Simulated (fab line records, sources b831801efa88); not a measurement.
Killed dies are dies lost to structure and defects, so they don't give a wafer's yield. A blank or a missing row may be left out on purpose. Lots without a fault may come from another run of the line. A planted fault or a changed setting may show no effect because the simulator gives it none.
Which tool did it? | flow sky130 | 24 lots, 72 wafers sampled, at 4 steps of a route of 708

WHAT THE GAUGES READ, wafer by wafer
SKY_SD_N_RS_MEAS_18: measures by four-point-probe.
lot  | measured     | on            | RES_XHIGH_RS (ohm/sq)
L074 | day 28 00:36 | film_metro-04 | 333.3 332.1 332.0
L075 | day 28 22:58 | film_metro-04 | 334.1 333.5 333.3
L076 | day 29 03:44 | film_metro-02 | 333.1 331.9 332.9
L077 | day 29 06:28 | film_metro-01 | 331.8 332.2 331.6
L078 | day 29 16:18 | film_metro-02 | 332.8 332.4 332.4
L079 | day 30 03:13 | film_metro-02 | 331.3 331.9 331.8
L080 | day 30 05:45 | film_metro-04 | 333.7 333.2 334.8
L081 | day 30 18:02 | film_metro-01 | 335.0 335.4 333.8
L082 | day 31 06:07 | film_metro-02 | 331.5 331.9 331.5
L083 | day 31 07:17 | film_metro-04 | 331.5 332.9 332.9
L084 | day 31 16:14 | film_metro-04 | 333.5 332.2 332.9
L085 | day 32 02:05 | film_metro-04 | 334.1 334.3 335.7
L086 | day 32 09:55 | film_metro-02 | 332.0 331.9 331.9
L087 | day 32 15:06 | film_metro-04 | 332.2 333.2 332.5
L088 | day 32 22:35 | film_metro-01 | 335.0 335.3 335.2
L089 | day 33 11:01 | film_metro-01 | 333.5 331.9 333.6
L090 | day 33 14:35 | film_metro-02 | 334.5 336.8 336.1
L091 | day 33 21:10 | film_metro-04 | 332.0 333.8 333.9
L092 | day 34 01:35 | film_metro-01 | 332.8 332.8 332.8
L093 | day 34 06:19 | film_metro-01 | 332.2 332.2 332.2
L094 | day 34 13:21 | film_metro-02 | 332.6 332.8 333.0
L095 | day 34 20:01 | film_metro-04 | 333.1 333.9 334.0
L096 | day 35 02:02 | film_metro-04 | 333.3 332.4 331.6
L097 | day 35 10:34 | film_metro-02 | 331.1 331.3 332.4

SKY_CONTACT_CD_MEAS_14: target cd 170 nm.
lot  | measured     | on        | cd_nm (nm)
L074 | day 31 15:49 | cd_sem-02 | 168.0 165.7 166.4
L075 | day 32 12:43 | cd_sem-01 | 169.5 171.2 170.3
L076 | day 32 19:10 | cd_sem-02 | 170.1 170.9 170.7
L077 | day 32 21:55 | cd_sem-01 | 172.1 170.9 171.7
L078 | day 33 05:46 | cd_sem-01 | 169.4 168.0 170.1
L079 | day 33 15:41 | cd_sem-01 | 169.8 168.6 168.7
L080 | day 33 18:52 | cd_sem-02 | 171.6 171.1 172.4
L081 | day 34 05:41 | cd_sem-01 | 170.2 170.7 171.5
L082 | day 34 18:37 | cd_sem-02 | 172.2 169.8 172.4
L083 | day 34 19:42 | cd_sem-02 | 167.8 169.0 168.0
L084 | day 35 03:21 | cd_sem-02 | 169.8 170.2 170.3
L085 | day 35 13:22 | cd_sem-01 | 169.6 169.1 169.6
L086 | day 35 20:14 | cd_sem-02 | 169.4 170.1 170.5
L087 | day 36 01:59 | cd_sem-01 | 170.4 171.6 171.4
L088 | day 36 09:10 | cd_sem-01 | 171.6 170.4 171.0
L089 | day 36 21:38 | cd_sem-01 | 171.3 170.6 171.1
L090 | day 37 01:10 | cd_sem-01 | 170.9 168.9 170.9
L091 | day 37 06:05 | cd_sem-01 | 169.4 168.4 169.7
L092 | day 37 11:19 | cd_sem-01 | 168.7 170.2 169.7
L093 | day 37 14:56 | cd_sem-02 | 170.1 170.1 171.3
L094 | day 37 22:46 | cd_sem-01 | 170.0 170.1 169.4
L095 | day 38 04:25 | cd_sem-01 | 169.8 169.4 169.3
L096 | day 38 09:37 | cd_sem-01 | 168.8 168.7 168.6
L097 | day 38 19:28 | cd_sem-02 | 171.0 170.1 170.3

SKY_CONTACT_THK_MEAS_26: measures by xrf.
lot  | measured     | on            | CONTACT_W_THK (nm)
L074 | day 31 17:04 | film_metro-04 | 357 357 358
L075 | day 32 13:52 | film_metro-04 | 355 354 351
L076 | day 32 20:20 | film_metro-04 | 366 365 365
L077 | day 32 23:04 | film_metro-04 | 349 350 346
L078 | day 33 06:56 | film_metro-04 | 364 361 363
L079 | day 33 16:51 | film_metro-04 | 370 370 366
L080 | day 33 20:02 | film_metro-04 | 360 357 362
L081 | day 34 06:51 | film_metro-03 | 358 358 361
L082 | day 34 19:55 | film_metro-03 | 352 347 349
L083 | day 34 20:59 | film_metro-03 | 358 349 352
L084 | day 35 04:32 | film_metro-01 | 355 356 365
L085 | day 35 14:32 | film_metro-03 | 350 355 350
L086 | day 35 21:28 | film_metro-03 | 352 350 362
L087 | day 36 03:09 | film_metro-04 | 359 364 359
L088 | day 36 10:20 | film_metro-03 | 345 354 351
L089 | day 36 22:50 | film_metro-03 | 358 354 355
L090 | day 37 02:19 | film_metro-03 | 359 356 355
L091 | day 37 07:17 | film_metro-04 | 360 355 356
L092 | day 37 12:34 | film_metro-03 | 358 357 364
L093 | day 37 16:07 | film_metro-03 | 352 354 350
L094 | day 37 23:56 | film_metro-04 | 357 361 351
L095 | day 38 05:36 | film_metro-04 | 356 360 357
L096 | day 38 10:46 | film_metro-01 | 358 363 365
L097 | day 38 20:37 | film_metro-04 | 359 360 362

WHICH TOOL RAN EACH LOT (tool, then ch and the chambers of the sampled wafers, then the start)
lot  | SKY_LDD_HVP_STRIP_09
L074 | plasma_asher-01 ch 0,1, day 21 16:15
L075 | plasma_asher-04 ch 0,1, day 22 07:32
L076 | plasma_asher-03 ch 0,1, day 22 19:06
L077 | plasma_asher-03 ch 0,1, day 23 01:32
L078 | plasma_asher-03 ch 0,1, day 23 11:22
L079 | plasma_asher-04 ch 0, day 23 22:47
L080 | plasma_asher-04 ch 0,1, day 24 01:20
L081 | plasma_asher-04 ch 0,1, day 24 14:33
L082 | plasma_asher-04 ch 0,1, day 25 04:38
L083 | plasma_asher-01 ch 0,1, day 25 05:09
L084 | plasma_asher-04 ch 0,1, day 25 12:43
L085 | plasma_asher-04 ch 0,1, day 26 00:36
L086 | plasma_asher-04 ch 0,1, day 26 09:45
L087 | plasma_asher-04 ch 0,1, day 26 14:43
L088 | plasma_asher-04 ch 0,1, day 26 21:05
L089 | plasma_asher-03 ch 0,1, day 27 14:51
L090 | plasma_asher-01 ch 0,1, day 27 16:22
L091 | plasma_asher-04 ch 0,1, day 27 23:18
L092 | plasma_asher-01 ch 0,1, day 28 05:29
L093 | plasma_asher-04 ch 0,1, day 28 09:24
L094 | plasma_asher-01 ch 0,1, day 28 18:26
L095 | plasma_asher-04 ch 0,1, day 29 01:56
L096 | plasma_asher-01 ch 0,1, day 29 06:07
L097 | plasma_asher-03 ch 0,1, day 29 18:04
- SKY_LDD_HVP_STRIP_09: strips in O2/N2.

WHAT THE TOOLS THEMSELVES READ (means of the sampled wafers that have a number; where no wafer has one, the mark that the record gives instead)
SKY_LDD_HVP_STRIP_09.
lot  | tool            | drypump_motor_current_A (A) | oes_product_au (a.u.) | strip_time_to_endpoint_s (s)
L074 | plasma_asher-01 | 6.1                         | 0.409                 | 4.138
L075 | plasma_asher-04 | 5.2                         | 0.409                 | 4.126
L076 | plasma_asher-03 | 5.3                         | 0.412                 | 4.122
L077 | plasma_asher-03 | 5.4                         | 0.407                 | 4.146
L078 | plasma_asher-03 | 5.3                         | 0.411                 | 4.141
L079 | plasma_asher-04 | 5.0                         | 0.407                 | 4.117
L080 | plasma_asher-04 | 5.4                         | 0.405                 | 4.150
L081 | plasma_asher-04 | 5.3                         | 0.412                 | 4.123
L082 | plasma_asher-04 | 5.2                         | 0.406                 | 4.128
L083 | plasma_asher-01 | 6.1                         | 0.409                 | 4.113
L084 | plasma_asher-04 | 5.2                         | 0.408                 | 4.116
L085 | plasma_asher-04 | 5.5                         | 0.407                 | 4.131
L086 | plasma_asher-04 | 5.3                         | 0.406                 | 4.117
L087 | plasma_asher-04 | 5.5                         | 0.406                 | 4.122
L088 | plasma_asher-04 | 5.5                         | 0.410                 | 4.141
L089 | plasma_asher-03 | 5.4                         | 0.411                 | 4.130
L090 | plasma_asher-01 | 5.7                         | 0.411                 | 4.124
L091 | plasma_asher-04 | 5.5                         | 0.412                 | 4.135
L092 | plasma_asher-01 | 5.7                         | 0.406                 | 4.134
L093 | plasma_asher-04 | 5.2                         | 0.412                 | 4.129
L094 | plasma_asher-01 | 6.1                         | 0.408                 | 4.134
L095 | plasma_asher-04 | 5.5                         | 0.409                 | 4.143
L096 | plasma_asher-01 | 6.1                         | 0.408                 | 4.143
L097 | plasma_asher-03 | 5.4                         | 0.409                 | 4.124

THE ANSWER, worked out from the rows above alone
Rule: what is usual is taken from the lots themselves. Put in order of their means at a reading, lots are off if they are a third of the lots or fewer, leave a main group of 4 or more, and stand apart from it by a gap of 3 or more times the standard deviation of the main group's means; of several such gaps the widest counts. A main group whose means are all the same, to the digits that the tables above print for the reading, isn't used. A lot without any number at a reading at which 4 lots or more have one is off too. The other lots that the step has rows for count as sound. The gauges are gone through in route order, then the tools' own readings, and for those a lot's mean is taken as printed above. The first step at which some lot is off is used, and at that step the reading that is off furthest; a lot without a number counts as furthest.
No lot is off at any reading shown: from this, nothing can be told.

WHAT THE SIMULATOR HAD PUT IN
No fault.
